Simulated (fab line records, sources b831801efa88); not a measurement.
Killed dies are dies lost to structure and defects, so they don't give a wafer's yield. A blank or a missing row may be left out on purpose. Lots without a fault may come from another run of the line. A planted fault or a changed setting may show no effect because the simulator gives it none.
fab line records | flow sky130
record lots=14 wafers=42 last_day=50
route steps=708 shown FIELD_ISO@5 DNWELL@44 PWDE@53
lots that met no fault: from a run of the same line without faults
start_h: hours from the record's first day to the start of the lot's first wafer shown | wait_h: hours since the lot's step before | " the same as in the row above | L1.1+2: a row that stands for several wafers | - no value, or no start given | * or withheld: withheld | < > ~ a bound
route shown NAME@n: a module of which the file shows steps, and the number in the route of the first | usual: mean/standard deviation of fault-free wafers | same: alike in all rows | chamber/n: place in a boat | sites: the reading at each site | _std_site: their standard deviation | _edge_site: outer sites' mean less inner sites' | radius_mm: how far each site lies from the wafer's centre | mask NAME#n: copy n | behind: the tool/chamber that last shaped the wafer | hold: why the lot was held/for how many hours/how that ended | device: the transistor (n, p or np) that didn't switch | end of line: the same wafers' tests at the end of the route | a step without rows: its recipe alone | killed: dies lost to structure and defects at the first sort, not the wafer's yield | map: a wafer's dies, x killed, . not, _ none there
set.NAME: the setting as run; set.NAME@STEP: as run at that earlier step | model.NAME: the simulator's own value behind a step, which no gauge read
steps of the route over a sample of lots; a table a step, a row a wafer
services: from which hour (start_h, from the record's first day; less than 0 if before it) a tool's chamber was out of use, for how many hours, and why
## steps
# step SKY_FIELD_ISO_THK_MEAS_04
# recipe reads=Si3N4_of_FIELD_ISO_CVD_03
# usual FIELD_ISO_CVD_03_THK=165.8/1.5
# columns lot.wafer tool chamber start_h wait_h FIELD_ISO_CVD_03_THK[nm]
L892.2 film_metro-02 - 15.57 0.0 167.7
L892.3 " - " " 166.9
L892.6 " - " " 166.8
L893.1 film_metro-02 - 19.60 0.0 164.8
L893.3 " - " " 165.9
L893.4 " - " " 165.7
L894.2 film_metro-03 - 24.91 0.0 168.5
L894.3 " - " " 166.4
L894.6 " - " " 167.7
L895.3 film_metro-03 - 29.34 0.0 169.1
L895.4 " - " " 168.8
L895.6 " - " " 168.5
L897.1 film_metro-01 - 41.04 0.0 165.3
L897.2 " - " " 163.3
L897.4 " - " " 163.5
L900.2 film_metro-03 - 54.38 0.0 165.6
L900.4 " - " " 164.5
L900.6 " - " " 165.3
L901.2 film_metro-03 - 60.94 0.0 165.8
L901.4 " - " " 165.4
L901.5 " - " " 165.6
L902.3 film_metro-01 - 65.26 0.0 166.1
L902.4 " - " " 167.8
L902.5 " - " " 166.4
L903.1 film_metro-03 - 71.64 0.0 164.3
L903.2 " - " " 165.2
L903.6 " - " " 164.2
L904.1 film_metro-02 - 75.84 0.0 165.7
L904.2 " - " " 165.0
L904.6 " - " " 166.0
L909.1 film_metro-03 - 98.97 0.0 166.8
L909.2 " - " " 164.4
L909.4 " - " " 165.1
L910.1 film_metro-01 - 104.37 0.0 165.3
L910.3 " - " " 163.7
L910.5 " - " " 164.9
L911.2 film_metro-01 - 110.08 0.0 165.7
L911.3 " - " " 166.3
L911.5 " - " " 165.2
L915.2 film_metro-03 - 132.08 0.0 161.9
L915.3 " - " " 163.2
L915.4 " - " " 163.9
# step SKY_FIELD_ISO_THK_MEAS_25
# recipe reads=SiO2_of_FIELD_ISO_CVD_24
# usual FIELD_ISO_CVD_24_THK=591/8.8
# columns lot.wafer tool chamber start_h wait_h FIELD_ISO_CVD_24_THK[nm]
L892.2 film_metro-03 - 31.87 0.0 579
L892.3 " - " " 595
L892.6 " - " " 592
L893.1 film_metro-03 - 35.57 0.0 581
L893.3 " - " " 603
L893.4 " - " " 595
L894.2 film_metro-03 - 41.26 0.0 583
L894.3 " - " " 604
L894.6 " - " " 600
L895.3 film_metro-03 - 46.64 0.1 592
L895.4 " - " " 597
L895.6 " - " " 597
L897.1 film_metro-03 - 60.39 0.0 599
L897.2 " - " " 587
L897.4 " - " " 599
L900.2 film_metro-03 - 74.88 0.0 595
L900.4 " - " " 598
L900.6 " - " " 597
L901.2 film_metro-01 - 81.66 0.0 590
L901.4 " - " " 581
L901.5 " - " " 593
L902.3 film_metro-02 - 85.75 0.1 592
L902.4 " - " " 577
L902.5 " - " " 588
L903.1 film_metro-02 - 90.85 0.0 570
L903.2 " - " " 580
L903.6 " - " " 576
L904.1 film_metro-01 - 95.59 0.0 585
L904.2 " - " " 590
L904.6 " - " " 577
L909.1 film_metro-03 - 119.99 0.0 600
L909.2 " - " " 598
L909.4 " - " " 600
L910.1 film_metro-03 - 124.03 0.0 589
L910.3 " - " " 571
L910.5 " - " " 595
L911.2 film_metro-01 - 130.29 0.0 599
L911.3 " - " " 601
L911.5 " - " " 597
L915.2 film_metro-01 - 152.87 0.0 583
L915.3 " - " " 583
L915.4 " - " " 581
# step SKY_DNWELL_TW_MEAS_09
# usual DNWELL_TW=1112/14
# columns lot.wafer tool chamber start_h wait_h DNWELL_TW
L892.2 film_metro-03 - 51.84 0.1 1133
L892.3 " - " " 1127
L892.6 " - " " 1132
L893.1 film_metro-02 - 56.68 0.1 1112
L893.3 " - " " 1101
L893.4 " - " " 1102
L894.2 film_metro-04 - 61.75 0.1 1105
L894.3 " - " " 1107
L894.6 " - " " 1109
L895.3 film_metro-03 - 67.61 0.1 1132
L895.4 " - " " 1133
L895.6 " - " " 1129
L897.1 film_metro-02 - 85.43 0.1 1104
L897.2 " - " " 1106
L897.4 " - " " 1096
L900.2 film_metro-02 - 99.29 0.1 1104
L900.4 " - " " 1105
L900.6 " - " " 1101
L901.2 film_metro-04 - 106.89 0.1 1106
L901.4 " - " " 1102
L901.5 " - " " 1103
L902.3 film_metro-03 - 109.56 0.1 1136
L902.4 " - " " 1135
L902.5 " - " " 1139
L903.1 film_metro-03 - 116.33 0.1 1136
L903.2 " - " " 1135
L903.6 " - " " 1130
L904.1 film_metro-04 - 121.34 0.1 1102
L904.2 " - " " 1108
L904.6 " - " " 1103
L909.1 film_metro-03 - 143.73 0.1 1132
L909.2 " - " " 1131
L909.4 " - " " 1135
L910.1 film_metro-04 - 150.49 0.1 1109
L910.3 " - " " 1102
L910.5 " - " " 1108
L911.2 film_metro-04 - 155.54 0.1 1093
L911.3 " - " " 1105
L911.5 " - " " 1105
L915.2 film_metro-02 - 177.75 0.1 1109
L915.3 " - " " 1106
L915.4 " - " " 1108
# step SKY_PWDE_IMPLANT_08
# recipe species=B energy_kev=150 dose_cm2=3.6e+12 tilt_deg=withheld
# usual beam_energy_keV=150.01/0.046
# columns lot.wafer tool chamber start_h wait_h beam_energy_keV
L892.2 implanter-04 0 67.50 0.0 150.09
L892.3 " 0 " " 150.10
L892.6 " 0 " " 150.03
L893.1 implanter-02 0 71.97 0.0 150.09
L893.3 " 0 " " 150.05
L893.4 " 0 " " 149.96
L894.2 implanter-04 0 77.60 0.0 150.03
L894.3 " 0 " " 149.97
L894.6 " 0 " " 149.97
L895.3 implanter-04 0 83.37 0.1 150.04
L895.4 " 0 " " 150.06
L895.6 " 0 " " 150.00
L897.1 implanter-04 0 102.02 0.0 149.94
L897.2 " 0 " " 149.94
L897.4 " 0 " " 149.99
L900.2 implanter-04 0 117.20 0.0 150.05
L900.4 " 0 " " 150.04
L900.6 " 0 " " 150.05
L901.2 implanter-02 0 124.85 0.0 150.05
L901.4 " 0 " " 149.98
L901.5 " 0 " " 149.98
L902.3 implanter-04 0 127.17 0.1 150.00
L902.4 " 0 " " 149.95
L902.5 " 0 " " 150.02
L903.1 implanter-02 0 134.62 0.0 139.04
L903.2 " 0 " " 139.07
L903.6 " 0 " " 139.03
L904.1 implanter-02 0 140.22 0.0 138.93
L904.2 " 0 " " 138.96
L904.6 " 0 " " 139.02
L909.1 implanter-04 0 162.52 0.0 149.99
L909.2 " 0 " " 149.97
L909.4 " 0 " " 149.96
L910.1 implanter-01 0 169.57 0.0 149.90
L910.3 " 0 " " 149.97
L910.5 " 0 " " 149.97
L911.2 implanter-04 0 175.44 0.0 149.98
L911.3 " 0 " " 149.99
L911.5 " 0 " " 149.94
L915.2 implanter-01 0 199.25 0.0 149.97
L915.3 " 0 " " 149.98
L915.4 " 0 " " 149.99
## services
# columns tool chamber start_h hours kind
implanter-01 - 48.55 31.7 pm
implanter-01 - 80.26 5.9 pm
implanter-02 - 82.76 2.2 repair
implanter-02 - 92.35 0.8 repair
implanter-04 - 110.61 2.4 repair
implanter-01 - 110.96 0.5 repair
implanter-01 - 145.92 0.5 repair
## key
first_sign step=SKY_PWDE_IMPLANT_08 reading=beam_energy_keV direction=down sigmas=99+ usual=* struck=*
effect none on later readings
met_at SKY_PWDE_IMPLANT_08
struck_lots L903,L904
tester_left_out L903,L904
not_acting_at SKY_FIELD_ISO_THK_MEAS_04,SKY_FIELD_ISO_THK_MEAS_25,SKY_DNWELL_TW_MEAS_09
onset_between 124.85 134.62
fault kind=process_parameter_drift tool=implanter-02 chamber=- onset_h=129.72 steps=SKY_PWDE_IMPLANT_08 channel=energy_kev offset=* shape=step end_h=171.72 acts_in=* stated=*
# tester_left_out: of these lots the tester's yield and bins aren't shown, on N5 and GAA mostly nor the transistor test; their killed dies are dies lost to structure and defects alone, not to doping, threshold or leakage, so they don't give the yield
